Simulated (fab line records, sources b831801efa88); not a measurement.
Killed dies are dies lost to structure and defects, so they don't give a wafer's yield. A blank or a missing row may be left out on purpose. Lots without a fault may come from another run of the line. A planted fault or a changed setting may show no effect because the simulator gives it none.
Which tool did it? | flow gf180mcu | 12 lots, 36 wafers sampled, at 4 steps of a route of 602

WHAT THE GAUGES READ, wafer by wafer
GF_V2_CD_MEAS_14: target cd 260 nm.
lot  | measured     | on        | cd_nm (nm)
L075 | day 21 02:52 | cd_sem-02 | 260.6 260.1 261.2
L078 | day 21 18:05 | cd_sem-01 | 259.2 259.9 259.8
L079 | day 22 06:00 | cd_sem-02 | 259.2 260.7 260.1
L081 | day 23 01:34 | cd_sem-02 | 260.5 261.8 261.9
L083 | day 23 15:01 | cd_sem-02 | 261.6 262.0 261.5
L085 | day 24 08:29 | cd_sem-02 | 260.1 261.3 258.8
L087 | day 24 22:05 | cd_sem-02 | 258.5 260.0 259.2
L089 | day 25 17:45 | cd_sem-01 | 259.4 259.6 259.1
L091 | day 26 05:02 | cd_sem-02 | 260.6 260.2 259.9
L093 | day 26 21:31 | cd_sem-02 | 259.2 259.9 259.3
L095 | day 27 06:25 | cd_sem-02 | 259.5 260.4 258.8
L097 | day 27 23:22 | cd_sem-02 | 258.8 258.1 257.3

WHICH TOOL RAN EACH LOT (tool, then ch and the chambers of the sampled wafers, then the start)
lot  | GF_CONTACT_ETCH_16                 | GF_M2_SPUTTER_02             | GF_V2_CMP_04
L075 | rie_diel-03 ch 0,1,3, day 16 18:46 | pvd_sputter-01, day 19 02:07 | cmp-01 ch 0,2,3, day 20 03:05
L078 | rie_diel-02 ch 0,2, day 17 13:23   | pvd_sputter-01, day 19 16:26 | cmp-01 ch 0,1,2, day 20 17:31
L079 | rie_diel-01 ch 0,2,3, day 18 00:08 | pvd_sputter-04, day 20 04:12 | cmp-02 ch 0,1,3, day 21 05:20
L081 | rie_diel-02 ch 0,1,3, day 18 19:28 | pvd_sputter-03, day 21 00:48 | cmp-01 ch 1,2,3, day 22 02:05
L083 | rie_diel-02 ch 0,2, day 19 09:59   | pvd_sputter-01, day 21 15:09 | cmp-01 ch 0,2, day 22 16:05
L085 | rie_diel-02 ch 1,2, day 20 05:10   | pvd_sputter-01, day 22 09:12 | cmp-02 ch 1,2, day 23 09:23
L087 | rie_diel-02 ch 1,2,3, day 20 19:46 | pvd_sputter-01, day 23 00:06 | cmp-02 ch 1,2, day 24 00:08
L089 | rie_diel-03 ch 1,2,3, day 21 18:52 | pvd_sputter-01, day 23 20:26 | cmp-01 ch 1,2,3, day 24 20:07
L091 | rie_diel-01 ch 2,3, day 22 07:58   | pvd_sputter-01, day 24 10:09 | cmp-02 ch 2,3, day 25 08:13
L093 | rie_diel-03 ch 0,2,3, day 23 01:53 | pvd_sputter-04, day 25 02:29 | cmp-01 ch 0,2,3, day 26 00:40
L095 | rie_diel-02 ch 2,3, day 23 11:25   | pvd_sputter-03, day 25 12:09 | cmp-02 ch 0,1,3, day 26 09:58
L097 | rie_diel-03 ch 0,2,3, day 24 06:10 | pvd_sputter-04, day 26 05:27 | cmp-01 ch 0,1,3, day 27 03:40
- GF_CONTACT_ETCH_16: etches BARC in N2/H2.
- GF_M2_SPUTTER_02: material AlCu, target thk 450 nm, time 23.9 s.
- GF_V2_CMP_04: polishes SiO2.

THE ANSWER, worked out from the rows above alone
Rule: what is usual is taken from the lots themselves. Put in order of their means at a reading, lots are off if they are a third of the lots or fewer, leave a main group of 4 or more, and stand apart from it by a gap of 3 or more times the standard deviation of the main group's means; of several such gaps the widest counts. A main group whose means are all the same, to the digits that the tables above print for the reading, isn't used. A lot without any number at a reading at which 4 lots or more have one is off too. The other lots that the step has rows for count as sound.
No lot is off at any reading shown: from this, nothing can be told.

WHAT THE SIMULATOR HAD PUT IN
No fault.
